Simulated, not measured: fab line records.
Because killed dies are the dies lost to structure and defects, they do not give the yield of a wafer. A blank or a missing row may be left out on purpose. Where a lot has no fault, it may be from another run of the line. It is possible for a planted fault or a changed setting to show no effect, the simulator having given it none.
Which tool is to blame? + flow sky130 + 13 lots with 39 wafers sampled at 4 steps, on a route of 708 steps

WHAT THE GAUGES READ, wafer by wafer
SKY_VIA2_RS_MEAS_22: a four-point-probe measurement.
| lot  | measured     | on            | VIA2_W_RS (ohm/sq)   |
|------|--------------|---------------|----------------------|
| L771 | day 36 06:29 | film metro-02 | 0.2807 0.2762 0.2747 |
| L773 | day 37 07:34 | film metro-01 | 0.2750 0.2781 0.2786 |
| L774 | day 37 10:12 | film metro-02 | 0.2820 0.2815 0.2752 |
| L775 | day 38 15:41 | film metro-01 | 0.2745 0.2735 0.2741 |
| L778 | day 38 18:07 | film metro-02 | 0.2780 0.2805 0.2790 |
| L776 | day 38 20:25 | film metro-02 | 0.2736 0.2771 0.2783 |
| L782 | day 39 19:27 | film metro-01 | 0.2721 0.2735 0.2741 |
| L783 | day 39 22:31 | film metro-01 | 0.2801 0.2791 0.2767 |
| L786 | day 40 17:56 | film metro-02 | 0.2740 0.2725 0.2737 |
| L790 | day 42 00:16 | film metro-02 | 0.2775 0.2773 0.2784 |
| L791 | day 42 02:56 | film metro-01 | 0.2760 0.2773 0.2742 |
| L792 | day 42 06:11 | film metro-02 | 0.2744 0.2751 0.2734 |
| L793 | day 42 14:56 | film metro-01 | 0.2737 0.2779 0.2789 |

SKY_VIA3_RS_MEAS_22: a four-point-probe measurement.
| lot  | measured     | on            | VIA3_W_RS (ohm/sq)   |
|------|--------------|---------------|----------------------|
| L771 | day 39 14:19 | film metro-01 | 0.2984 0.2971 0.2982 |
| L773 | day 40 14:10 | film metro-01 | 0.2931 0.2913 0.2932 |
| L774 | day 40 16:45 | film metro-04 | 0.2942 0.2956 0.2945 |
| L775 | day 41 21:07 | film metro-01 | 0.2951 0.2973 0.2935 |
| L778 | day 41 22:27 | film metro-03 | 0.2945 0.2942 0.2965 |
| L776 | day 42 02:15 | film metro-03 | 0.2900 0.2942 0.2943 |
| L782 | day 42 23:35 | film metro-03 | 0.2963 0.2939 0.2958 |
| L783 | day 43 03:03 | film metro-01 | 0.2882 0.2907 0.2886 |
| L786 | day 43 20:19 | film metro-03 | 0.2967 0.2982 0.2923 |
| L790 | day 45 00:28 | film metro-03 | 0.2954 0.2922 0.2984 |
| L791 | day 45 02:34 | film metro-04 | 0.2904 0.2859 0.2924 |
| L792 | day 45 05:08 | film metro-01 | 0.2967 0.2949 0.2938 |
| L793 | day 45 14:23 | film metro-03 | 0.2966 0.2933 0.2936 |

SKY_VIA4_THK_MEAS_20: measures by xrf.
| lot  | measured     | on            | VIA4_W_THK (nm) |
|------|--------------|---------------|-----------------|
| L771 | day 42 17:52 | film metro-02 | 501 511 507     |
| L773 | day 43 17:34 | film metro-02 | 500 497 496     |
| L774 | day 43 18:41 | film metro-01 | 504 511 504     |
| L775 | day 44 21:09 | film metro-04 | 509 501 509     |
| L778 | day 44 23:23 | film metro-02 | 502 500 503     |
| L776 | day 45 01:17 | film metro-01 | 508 515 510     |
| L782 | day 45 21:45 | film metro-02 | 518 521 515     |
| L783 | day 46 01:14 | film metro-02 | 506 506 507     |
| L786 | day 46 15:38 | film metro-04 | 506 503 504     |
| L790 | day 47 18:09 | film metro-01 | 499 493 498     |
| L791 | day 47 20:45 | film metro-02 | 504 492 493     |
| L792 | day 47 22:32 | film metro-02 | 507 499 507     |
| L793 | day 48 06:41 | film metro-01 | 503 497 497     |

WHAT TOOL EACH LOT RAN ON (gives the tool, then ch and the chambers of the sampled wafers, and finally the start)
| lot  | SKY_METAL4_SOFTBAKE_09            |
|------|-----------------------------------|
| L771 | litho track-01 ch 0, day 41 02:00 |
| L773 | litho track-03 ch 0, day 42 03:00 |
| L774 | litho track-03 ch 0, day 42 05:00 |
| L775 | litho track-01 ch 0, day 43 08:00 |
| L778 | litho track-03 ch 0, day 43 11:00 |
| L776 | litho track-01 ch 0, day 43 14:00 |
| L782 | litho track-01 ch 0, day 44 10:00 |
| L783 | litho track-02 ch 0, day 44 15:00 |
| L786 | litho track-01 ch 0, day 45 05:00 |
| L790 | litho track-03 ch 0, day 46 09:00 |
| L791 | litho track-03 ch 0, day 46 12:00 |
| L792 | litho track-02 ch 0, day 46 13:00 |
| L793 | litho track-02 ch 0, day 46 22:00 |
- SKY_METAL4_SOFTBAKE_09: time 90 s.

WHAT THE TOOLS THEMSELVES READ (means of the sampled wafers that have a number; where no wafer has one, the mark that the record gives instead)
SKY_METAL4_SOFTBAKE_09.
| lot  | tool           | chill plate temp C (C) | heater power total W (W) | run length s (s) |
|------|----------------|------------------------|--------------------------|------------------|
| L771 | litho track-01 | 23.06                  | 57.27                    | 119.33           |
| L773 | litho track-03 | 23.06                  | 57.30                    | 119.16           |
| L774 | litho track-03 | 23.03                  | 57.35                    | 119.07           |
| L775 | litho track-01 | 23.03                  | 57.40                    | 119.35           |
| L778 | litho track-03 | 23.01                  | 57.27                    | 119.17           |
| L776 | litho track-01 | 22.99                  | 57.29                    | 119.35           |
| L782 | litho track-01 | 22.89                  | 59.08                    | 111.62           |
| L783 | litho track-02 | 22.94                  | 57.27                    | 119.12           |
| L786 | litho track-01 | 23.06                  | 59.12                    | 111.52           |
| L790 | litho track-03 | 22.92                  | 57.27                    | 119.10           |
| L791 | litho track-03 | 23.06                  | 57.39                    | 119.03           |
| L792 | litho track-02 | 23.09                  | 57.32                    | 119.23           |
| L793 | litho track-02 | 23.04                  | 57.28                    | 119.17           |

THE ANSWER, worked out from the rows above alone
Rule: the usual values come from the lots themselves. Put in order of their means at a reading, lots are off if they are a third of the lots or fewer, leave a main group of 4 or more, and stand apart from it by a gap of 3 or more times the standard deviation of the main group's means; of several such gaps the widest counts. Not used: any main group whose means are identical at the precision the tables above print for the reading. A lot without any number at a reading at which 4 lots or more have one is off too. The other lots that the step has rows for count as sound. After the gauges, taken in route order, come the tools' own readings; for these a lot's mean is taken, as printed above. The first step at which some lot is off is used, and at that step the reading that is off furthest; a lot without a number counts as furthest.
Off, at SKY_METAL4_SOFTBAKE_09 on run length s: L782, L786. The main group: mean 119.19 s, standard deviation 0.11.
If a tool, at that step or one of the process steps before it, ran each lot that is off and ran no sound lot following the first of them, it fits. One candidate fits, namely litho track-01 at SKY_METAL4_SOFTBAKE_09. A fault onset in the window from L776 (day 43 14:00, its last sound lot) to L782 (day 44 10:00, its first lot off) fits.
The tool's own readings at SKY_METAL4_SOFTBAKE_09 bear it out: on the lots that are off they differ by more than 5 times the standard deviation of the sound lots' means. heater power total W reads 59.10 W there against 57.31 W on the sound lots; run length s reads 111.57 s there against 119.19 s on the sound lots.

WHAT WAS PUT IN BY THE SIMULATOR
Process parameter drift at SKY_METAL4_SOFTBAKE_09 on litho track-01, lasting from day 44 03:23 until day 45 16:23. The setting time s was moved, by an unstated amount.
Struck lots among those shown: L782, L786. This agrees with what the rule above found.
